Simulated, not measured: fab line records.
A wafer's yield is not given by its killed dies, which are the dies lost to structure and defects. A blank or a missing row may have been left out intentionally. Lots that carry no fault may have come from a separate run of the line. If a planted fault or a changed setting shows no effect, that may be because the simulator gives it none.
A lot that was struck, set against a sound lot    flow gf180mcu    18 out of 602 route steps
Sound: these wafers, L599.1, L599.3, L599.4. Struck: wafers L607.4, L607.6. (L607.3 of the same lot was not struck and is left out.) The cause comes at the end.
Each step with rows lists, per side, the tool, then ch with its chambers, then its first start. Under that, the readings that differ: sound wafers    struck wafers    difference of the means    sigmas: that difference in standard deviations of wafers without a fault.
alike: readings whose means differ by less than 2 such deviations, and words and numbers that are the same on both sides. not compared: withheld readings, readings that some wafer has no value for, bounds like >300 that may hide the same value, and numbers for which the record gives no deviation and whose values overlap.
A row with sigmas, a row that says differs or no value, or rows on one side alone: a step with any of these is where the two part. Numbers that don't overlap but have no deviation are shown without sigmas and don't part them. A reading that every wafer of one side lacks parts them only if that side has two wafers or more.

first, 2 steps without rows for these wafers: GF_CONTACT_PEB_12 (peb time 90 s); GF_CONTACT_DEVELOP_13 (develop time 60 s).
GF_CONTACT_CD_MEAS_14 targets a cd of 220 nm.
  struck on cd_sem-01, day 22 05:59; sound on cd_sem-01, day 18 22:45
  alike: cd_nm
GF_CONTACT_OVL_MEAS_15:
  struck on overlay-02, day 22 06:05; sound on overlay-01, day 18 22:52
  alike: CONTACT_OVL
GF_CONTACT_ETCH_16: etches BARC in N2/H2.
  sound on rie_diel-02 ch 0,2,3, day 18 22:55; struck on rie_diel-02 ch 2,3, day 22 06:07
  alike: bias_w, chamber_pressure_mTorr, drypump_motor_current_A, oes_product_au, throttle_valve_pct
GF_CONTACT_ETCH_17: etches SiO2 in C4F8/O2/Ar, stops on CoSi2, target depth 860 nm.
  sound: rie_diel-02 ch 0,2,3; struck: rie_diel-02 ch 2,3
  alike: bias_w, chamber_pressure_mTorr, oes_product_au
then, 4 steps without rows for these wafers: GF_CONTACT_STRIP_18 (strips in O2/N2); GF_CONTACT_CLEAN_19 (cleans in SPM); GF_CONTACT_CLEAN_20 (cleans in DIW); GF_CONTACT_CLEAN_21 (cleans in dHF, time 20 s).
GF_CONTACT_SPUTTER_22: material Ti, target thk 15 nm, time 80.02 s.
  struck on pvd_sputter-03, day 22 06:35; sound on pvd_sputter-01, day 18 23:22
  alike: throttle_valve_pct
GF_CONTACT_SPUTTER_23: material TiN, target thk 10 nm, time 40 s.
  struck on pvd_sputter-03, day 22 06:38; sound on pvd_sputter-01, day 18 23:26
  alike: throttle_valve_pct
GF_CONTACT_CVD_24: deposits W, target thk 300 nm, time 90.339 s.
  sound on cvd_w-02 ch 0,1, day 18 23:28; struck on cvd_w-02 ch 0, day 22 06:43
reading                                sound                 struck         difference  sigmas
susceptor_temp_C (C)                   399.87 399.78 400.24  382.11 382.61  -17.60      -88
model.W_of_CONTACT_CVD_24.thk_nm (nm)  301.6 300 302.9       224.8 220.9    -78.6       
  alike: heater_power_w
GF_CONTACT_RS_MEAS_25: the measuring method here is four-point-probe.
  struck on film_metro-01, day 22 06:54; sound on film_metro-04, day 18 23:34
reading                sound              struck       difference  sigmas
CONTACT_W_RS (ohm/sq)  0.381 0.383 0.379  0.512 0.522  +0.136      +31
GF_CONTACT_THK_MEAS_26: measures by xrf.
  struck on film_metro-01, day 22 07:00; sound on film_metro-04, day 18 23:41
reading             sound        struck   difference  sigmas
CONTACT_W_THK (nm)  300 299 300  226 223  -75         -16
GF_CONTACT_CMP_27: polishes, stops on SiO2, t overpolish 13.57 s, target thk 0 nm.
  sound on cmp-01 ch 0,1,3, day 18 23:45; struck on cmp-02 ch 2,3, day 22 07:05
reading                 sound     struck  difference  sigmas
time_to_endpoint_s (s)  71 76 75  56 52   -20         -5
  alike: motor_current_A
GF_M1_SPUTTER_00: material Ti, target thk 37.5 nm, time 150 s.
  struck on pvd_sputter-02, day 22 07:20; sound on pvd_sputter-02, day 19 00:03
  alike: throttle_valve_pct
-- the record jumps here: 11 days lie between the struck wafers' starts before and after (it left off in module M1 and takes up again in module PASSIVATION, whose first step shown is number 602 of the route) --
GF_PASSIVATION_PROBE_99:
  the record has rows for the struck wafers here (prober-02, day 33 16:20) and none for the sound ones

## WHERE THEY PART
First at GF_CONTACT_CVD_24; last, within this record, at GF_PASSIVATION_PROBE_99.

WHY: whatever the simulator had introduced
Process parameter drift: cvd_w-02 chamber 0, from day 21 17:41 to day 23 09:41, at GF_CONTACT_CVD_24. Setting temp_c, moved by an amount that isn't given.
